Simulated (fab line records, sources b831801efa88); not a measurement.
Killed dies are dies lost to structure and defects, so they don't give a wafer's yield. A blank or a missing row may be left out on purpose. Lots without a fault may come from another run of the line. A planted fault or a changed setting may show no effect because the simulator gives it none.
One fault seen from 2 desks | flow sky130 | each desk has only its own numbers; what lay behind them comes last

THE METROLOGY DESK
What the gauges read, lot by lot, whatever tool the lot ran on: means of the sampled wafers that have a number. A lot is out of limits, marked OUT, if its mean lies more than 4 standard deviations from the usual mean; the brackets give that distance.
Columns: A = VIA4_BOW at SKY_VIA4_BOW_MEAS_03, usual 78 um
lot  | first seen here | A
L333 | day 41 20:22    | 79
L334 | day 42 05:08    | 75
L335 | day 42 14:00    | 87
L336 | day 42 22:14    | 76
L338 | day 42 22:43    | 80
L341 | day 44 03:19    | 81
L343 | day 44 16:33    | 82
L345 | day 45 06:26    | 66
L347 | day 45 20:02    | 83
L349 | day 46 01:26    | 80
L352 | day 47 00:41    | 83
L353 | day 47 03:31    | 82
L354 | day 47 11:40    | 77
This desk's finding: nothing out of limits on any of the 13 lots.

THE TOOL OWNER'S DESK: rie_metal-03
The tool's own readings at SKY_METAL4_METAL_ETCH_18 (etches the open film in Cl2/BCl3, stops on SiO2, target depth 845 nm, time 183.1 s): means of the sampled wafers that have a number, for each lot that ran on this tool. A lot is out of limits, marked OUT, if its mean lies more than 4 standard deviations from the usual mean; the brackets give that distance.
Columns: A = drypump_motor_current_A at SKY_METAL4_METAL_ETCH_18, usual 5.6 A; B = oes_product_au at SKY_METAL4_METAL_ETCH_18, usual 0.866 a.u.; C = throttle_valve_pct at SKY_METAL4_METAL_ETCH_18, usual 22.264 %
lot  | first seen here | A   | B     | C
L341 | day 44 01:58    | 5.6 | 0.865 | 22.261
L345 | day 45 05:09    | 5.5 | 0.865 | 22.265
This desk's finding: nothing out of limits on any of the 2 lots.

PUT TOGETHER
The metrology desk saw nothing out of limits.
The tool owner's desk saw nothing out of limits.

WHAT THE SIMULATOR HAD PUT IN
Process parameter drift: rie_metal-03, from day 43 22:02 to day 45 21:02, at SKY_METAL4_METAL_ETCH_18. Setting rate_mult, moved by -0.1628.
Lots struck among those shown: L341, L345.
